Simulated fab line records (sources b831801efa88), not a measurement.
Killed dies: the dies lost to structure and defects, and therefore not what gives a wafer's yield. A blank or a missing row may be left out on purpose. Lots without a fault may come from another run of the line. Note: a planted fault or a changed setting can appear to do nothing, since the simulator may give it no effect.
Which of the tools did it? + flow gf180mcu + 14 lots, 42 wafers sampled, at 5 steps of a route of 602

## WHAT THE GAUGES SHOWED, per wafer
GF_NSD_OVL_MEAS_08.
| lot  | measured     | on         | NSD_OVL (nm)                        |
|------|--------------|------------|-------------------------------------|
| L157 | day 13 11:22 | overlay-01 | 0.9 1.6 1.5                         |
| L158 | day 13 15:10 | overlay-01 | 2.6 3.3 -0.2                        |
| L159 | day 14 07:37 | overlay-01 | 3.7 4.9 3.8                         |
| L160 | day 14 15:07 | overlay-01 | 2.1 0.8 0.7                         |
| L161 | day 14 18:46 | overlay-02 | 0.2 1.3 1.2                         |
| L162 | day 15 04:01 | overlay-02 | 0.4 0.9 1.2                         |
| L163 | day 15 17:13 | overlay-02 | 0.9 2.4 2.2                         |
| L165 | day 16 08:41 | overlay-02 | 0.2 0.8 0.8                         |
| L167 | day 16 23:01 | overlay-01 | 0.5 -0.2 1.1                        |
| L172 | day 18 12:37 | overlay-02 | 305.5 307.0 306.6 305.9 307.2 307.0 |
| L173 | day 18 22:49 | overlay-01 | 309.5 308.7 309.6 309.9 309.2 309.5 |
| L175 | day 19 13:04 | overlay-02 | 1.6 3.0 1.9                         |
| L176 | day 20 02:25 | overlay-02 | 0.9 1.6 1.6                         |
| L180 | day 21 07:31 | overlay-02 | 1.1 0.2 0.4                         |

GF_V2_THK_MEAS_03.
| lot  | measured     | on            | V2_CVD_02_THK (nm) |
|------|--------------|---------------|--------------------|
| L157 | day 19 08:56 | film_metro-02 | 847 857 848        |
| L158 | day 19 16:28 | film_metro-02 | 842 838 838        |
| L159 | day 20 10:23 | film_metro-02 | 837 864 879        |
| L160 | day 20 17:20 | film_metro-03 | 868 874 873        |
| L161 | day 20 23:07 | film_metro-03 | 844 845 853        |
| L162 | day 21 06:40 | film_metro-02 | 848 856 850        |
| L163 | day 21 22:36 | film_metro-03 | 845 856 874        |
| L165 | day 22 15:29 | film_metro-02 | 835 831 875        |
| L167 | day 23 05:46 | film_metro-03 | 844 851 841        |
| L175 | day 25 18:41 | film_metro-02 | 853 868 878        |
| L176 | day 26 03:22 | film_metro-04 | 847 843 859        |
| L180 | day 27 03:37 | film_metro-04 | 854 885 862        |

## TOOL THAT RAN EACH LOT (tool first, then ch and the chambers of the sampled wafers, then the start)
| lot  | GF_NSD_EXPOSE_04                    | GF_M1_SPUTTER_03             | GF_V1_CVD_02                    |
|------|-------------------------------------|------------------------------|---------------------------------|
| L157 | iline_stepper-02 ch 0, day 13 01:09 | pvd_sputter-02, day 16 07:00 | pecvd-02 ch 0,1, day 17 06:39   |
| L158 | iline_stepper-02 ch 0, day 13 05:11 | pvd_sputter-03, day 16 12:12 | pecvd-02 ch 0,1,2, day 17 12:10 |
| L159 | iline_stepper-02 ch 0, day 13 21:02 | pvd_sputter-01, day 17 05:56 | pecvd-04 ch 0,2, day 18 06:35   |
| L160 | iline_stepper-01 ch 0, day 14 04:47 | pvd_sputter-02, day 17 11:37 | pecvd-03 ch 0,1,2, day 18 12:53 |
| L161 | iline_stepper-02 ch 0, day 14 08:11 | pvd_sputter-02, day 17 18:01 | pecvd-02 ch 1,2, day 18 19:26   |
| L162 | iline_stepper-01 ch 0, day 14 17:29 | pvd_sputter-02, day 18 02:41 | pecvd-02 ch 0,1,2, day 19 03:48 |
| L163 | iline_stepper-02 ch 0, day 15 06:13 | pvd_sputter-03, day 18 17:20 | pecvd-04 ch 0,2, day 19 19:02   |
| L165 | iline_stepper-01 ch 0, day 15 21:47 | pvd_sputter-01, day 19 10:14 | pecvd-02 ch 0,1, day 20 11:23   |
| L167 | iline_stepper-02 ch 0, day 16 11:26 | pvd_sputter-02, day 20 02:34 | pecvd-02 ch 0,1,2, day 21 03:56 |
| L172 | iline_stepper-01 ch 0, day 18 00:53 | -                            | -                               |
| L173 | iline_stepper-01 ch 0, day 18 10:14 | -                            | -                               |
| L175 | iline_stepper-02 ch 0, day 19 00:59 | pvd_sputter-02, day 22 16:50 | pecvd-04 ch 0,2, day 23 17:10   |
| L176 | iline_stepper-02 ch 0, day 19 14:30 | pvd_sputter-01, day 23 05:37 | pecvd-02 ch 0,1,2, day 24 05:26 |
| L180 | iline_stepper-02 ch 0, day 20 19:44 | pvd_sputter-01, day 24 08:02 | pecvd-03 ch 0,1,2, day 25 06:49 |
- GF_NSD_EXPOSE_04: exposes mask Nplus, target cd 400 nm.
- GF_M1_SPUTTER_03: material Ti, target thk 10 nm, time 6.7 s.
- GF_V1_CVD_02: deposits SiO2 from TEOS, target thk 850 nm, time 94.851 s.

## AS READ BY THE TOOLS THEMSELVES (means over the sampled wafers that have a number; for cases with no such wafer, the mark the record gives instead)
GF_M1_SPUTTER_03.
| lot  | tool           | throttle_valve_pct (%) |
|------|----------------|------------------------|
| L157 | pvd_sputter-02 | 30.7                   |
| L158 | pvd_sputter-03 | 30.2                   |
| L159 | pvd_sputter-01 | 27.9                   |
| L160 | pvd_sputter-02 | 29.9                   |
| L161 | pvd_sputter-02 | 30.3                   |
| L162 | pvd_sputter-02 | 30.7                   |
| L163 | pvd_sputter-03 | 30.8                   |
| L165 | pvd_sputter-01 | 27.3                   |
| L167 | pvd_sputter-02 | 30.9                   |
| L175 | pvd_sputter-02 | 30.9                   |
| L176 | pvd_sputter-01 | 29.7                   |
| L180 | pvd_sputter-01 | 29.5                   |

GF_V1_CVD_02.
| lot  | tool     | heater_power_outer_w (W) | heater_power_w (W) |
|------|----------|--------------------------|--------------------|
| L157 | pecvd-02 | 388                      | 633                |
| L158 | pecvd-02 | 406                      | 642                |
| L159 | pecvd-04 | 340                      | 580                |
| L160 | pecvd-03 | 397                      | 702                |
| L161 | pecvd-02 | 391                      | 625                |
| L162 | pecvd-02 | 411                      | 665                |
| L163 | pecvd-04 | 384                      | 632                |
| L165 | pecvd-02 | 379                      | 615                |
| L167 | pecvd-02 | 395                      | 651                |
| L175 | pecvd-04 | 364                      | 619                |
| L176 | pecvd-02 | 400                      | 636                |
| L180 | pecvd-03 | 361                      | 654                |

## THE ANSWER, worked out from the rows above alone
Rule: the lots themselves supply what counts as usual. Put in order of their means at a reading, lots are off if they are a third of the lots or fewer, leave a main group of 4 or more, and stand apart from it by a gap of 3 or more times the standard deviation of the main group's means; of several such gaps the widest counts. A main group whose means are all the same, to the digits that the tables above print for the reading, isn't used. Also off: a lot with no number at a reading for which 4 or more lots have one. All remaining lots with rows at the step are treated as sound. Order of review: gauges by route order, followed by the tools' own readings, for which a lot's mean as printed above is used. At the first step where some lot is off, the reading lying furthest off is the one used; lots without a number count as furthest.
Off: L172, L173, seen at GF_NSD_OVL_MEAS_08 (NSD_OVL). The main group has a mean of 1.4 nm with a standard deviation of 0.97.
If a tool, at a process step before that reading, ran all the lots that are off and no sound lot after the first of them, it fits. The gauges at GF_NSD_OVL_MEAS_08 are tried like those tools. One fits: GF_NSD_EXPOSE_04 on iline_stepper-01. Its last sound lot is L165 (day 15 21:47), its first lot that is off L172 (day 18 00:53): a fault that began between those two fits.

## WHAT WAS PUT IN BY THE SIMULATOR
Scanner matching overlay: iline_stepper-01, from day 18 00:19 on, at GF_NSD_EXPOSE_04. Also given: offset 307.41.
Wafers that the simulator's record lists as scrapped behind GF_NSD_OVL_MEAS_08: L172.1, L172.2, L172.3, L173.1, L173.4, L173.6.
Struck lots among those shown: L172, L173. Same finding as the rule above.
